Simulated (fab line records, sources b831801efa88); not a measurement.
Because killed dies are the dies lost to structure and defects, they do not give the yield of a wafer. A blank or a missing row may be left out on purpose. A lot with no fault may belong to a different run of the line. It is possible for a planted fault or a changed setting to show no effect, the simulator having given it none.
Struck lot and sound lot, side by side	flow sky130	15 steps out of a route of 708
Sound: wafers L565.2, L565.5, L565.6. Struck: wafer L575.6 (left out: L575.2, L575.5 of the same lot, which were not struck); the cause appears at the end.
Per side, at each step with rows, come the tool, then ch with its chambers, and then its first start. Under that, the readings that differ: sound wafers	struck wafers	difference of the means	sigmas: that difference in standard deviations of wafers without a fault.
alike: a reading whose means differ by less than 2 such deviations, as well as words and numbers matching on both sides. not compared: withheld readings; readings where some wafer has no value; bounds like >300 that might hide an equal value; numbers whose values overlap and for which the record gives no deviation.
A row with sigmas, a row that says differs or no value, or rows on one side alone: a step with any of these is where the two part. Non-overlapping numbers with no deviation appear without sigmas and do not part them. A reading missing from all wafers of one side parts the sides only when that side holds two or more wafers.

SKY_LOCAL_INTERCONNECT_THK_MEAS_02: measures by xrf.
  struck on film-metro-04, day 36 09:42; sound on film-metro-04, day 34 16:58
reading	sound	struck	difference	sigmas
LOCAL_INTERCONNECT_TIN_THK (nm)	98.2 98.7 98.3	100.1	+1.7	+2
then, 8 steps without rows for these wafers: SKY_LOCAL_INTERCONNECT_DEHYDRATE_03 (time 60 s); SKY_LOCAL_INTERCONNECT_HMDS_04 (prime time 60 s); SKY_LOCAL_INTERCONNECT_COAT_05 (resist thk 60 nm); SKY_LOCAL_INTERCONNECT_COAT_06 (resist thk 450 nm); SKY_LOCAL_INTERCONNECT_SOFTBAKE_07 (time 88.57 s); SKY_LOCAL_INTERCONNECT_EXPOSE_08 (exposes mask LI1M, target cd 170 nm); SKY_LOCAL_INTERCONNECT_PEB_09; SKY_LOCAL_INTERCONNECT_DEVELOP_10 (develop time 60 s).
SKY_LOCAL_INTERCONNECT_CD_MEAS_11: the cd target is 170 nm.
  struck on cd-sem-02, day 37 12:19; sound on cd-sem-02, day 35 19:23
  alike: cd-nm
SKY_LOCAL_INTERCONNECT_OVL_MEAS_12:
  struck on overlay-02, day 37 12:26; sound on overlay-02, day 35 19:29
  alike: LOCAL_INTERCONNECT_OVL
SKY_LOCAL_INTERCONNECT_ETCH_13: etches BARC in N2/H2, stops on SiO2, time 45.9 s, target depth 60 nm.
  sound on rie-metal-04 ch 0,1, day 35 19:31; struck on rie-metal-04 ch 0, day 37 12:28
  alike: bias-w, drypump-motor-current-A, oes-product-au, throttle-valve-pct
  not compared: rf-hours-counter-h
SKY_LOCAL_INTERCONNECT_METAL_ETCH_14: etches TiN in Cl2/BCl3, stops on PSG, target depth 110 nm, time 31.4 s.
  sound on rie-metal-04 ch 0,1, day 35 19:35; struck on rie-metal-04 ch 0, day 37 12:31
reading	sound	struck	difference	sigmas
bias-w (W)	48.51 48.53 48.69	62.98	+14.40	+99 or more
oes-product-au (a.u.)	0.929 0.934 0.936	0.949	+0.016	+2
model.KrF-thick_of_LOCAL_INTERCONNECT_COAT_06.thk-nm (nm)	349.4 348.7 347.9	343	-6	
model.LOCAL_INTERCONNECT.feature-depth-nm (nm)	98.37 98.78 98.38	103.2	+4.7	
  alike: bcl3-flow-sccm, drypump-motor-current-A, mfc-cl2-sccm, throttle-valve-pct
  not compared: rf-hours-counter-h
SKY_LOCAL_INTERCONNECT_STRIP_15: strips in O2/N2.
  sound on plasma-asher-04 ch 0,1, day 35 19:38; struck on plasma-asher-01 ch 0, day 37 12:34
reading	sound	struck	difference	sigmas
drypump-motor-current-A (A)	5.73 5.74 5.56	5.10	-0.58	-2
strip-time-to-endpoint-s (s)	4.719 4.694 4.707	4.656	-0.051	-3
  alike: o2-flow-sccm, oes-product-au
  not compared: rf-hours-counter-h
then, 1 step without rows for these wafers: SKY_LOCAL_INTERCONNECT_STRIP_16 (strips in post etch residue remover, time 1200 s).

## WHERE THEY PART
First at SKY_LOCAL_INTERCONNECT_THK_MEAS_02; last, within this record, at SKY_LOCAL_INTERCONNECT_STRIP_15.

WHY: what the simulator had put in
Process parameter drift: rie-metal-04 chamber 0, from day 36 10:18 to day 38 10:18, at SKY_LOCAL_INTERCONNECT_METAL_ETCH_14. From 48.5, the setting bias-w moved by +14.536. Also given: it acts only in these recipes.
